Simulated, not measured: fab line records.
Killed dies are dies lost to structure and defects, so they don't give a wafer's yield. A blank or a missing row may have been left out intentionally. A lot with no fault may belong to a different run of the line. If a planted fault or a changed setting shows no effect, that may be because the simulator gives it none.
One fault through the eyes of 2 desks    flow sky130    each desk holds nothing but its own numbers, with what lay behind them at the end

## METROLOGY DESK
What the gauges read, lot by lot, whatever tool the lot ran on: means of the sampled wafers that have a number. If a lot's mean is further than 4 standard deviations from the usual mean, the lot is out of limits and carries the mark OUT (the distance appears in the brackets).
Columns: A = VIA2_BOW at SKY_VIA2_BOW_MEAS_03, usual 86 um; B = cd_nm at SKY_VIA2_CD_MEAS_12, usual 200.2 nm; C = VIA2_OVL at SKY_VIA2_OVL_MEAS_13, usual -1 nm
lot   first seen here  A   B      C
L817  day 36 09:50     92  199.3  -2
L826  day 38 19:29     88  200.2  -9
L830  day 39 08:31     84  201.6  -8
L833  day 40 06:34     85  200.2  1
L837  day 41 12:47     94  200.1  -2
Result from this desk: across the 5 lots, nothing is out of limits.

## FOR THE TOOL OWNER'S DESK: rie_diel-02
The tool's own readings at SKY_VIA2_ETCH_14 (etches BARC in N2/H2, stops on SiO2, time 45.9 s, target depth 60 nm): means of the sampled wafers that have a number, for each lot that ran on this tool. If a lot's mean is further than 4 standard deviations from the usual mean, the lot is out of limits and carries the mark OUT (the distance appears in the brackets).
Columns: A = drypump_motor_current_A at SKY_VIA2_ETCH_14, usual 5.6 A; B = oes_product_au at SKY_VIA2_ETCH_14, usual 0.855 a.u.; C = throttle_valve_pct at SKY_VIA2_ETCH_14, usual 13.224 %
lot   first seen here  A    B      C
L817  day 37 11:49     5.2  0.853  13.222
L826  day 39 18:43     5.2  0.851  13.216
Result from this desk: across the 2 lots, nothing is out of limits.

## TAKEN TOGETHER
The metrology desk saw nothing out of limits.
The desk of the tool owner found nothing out of limits.

## WHAT WAS PUT IN BY THE SIMULATOR
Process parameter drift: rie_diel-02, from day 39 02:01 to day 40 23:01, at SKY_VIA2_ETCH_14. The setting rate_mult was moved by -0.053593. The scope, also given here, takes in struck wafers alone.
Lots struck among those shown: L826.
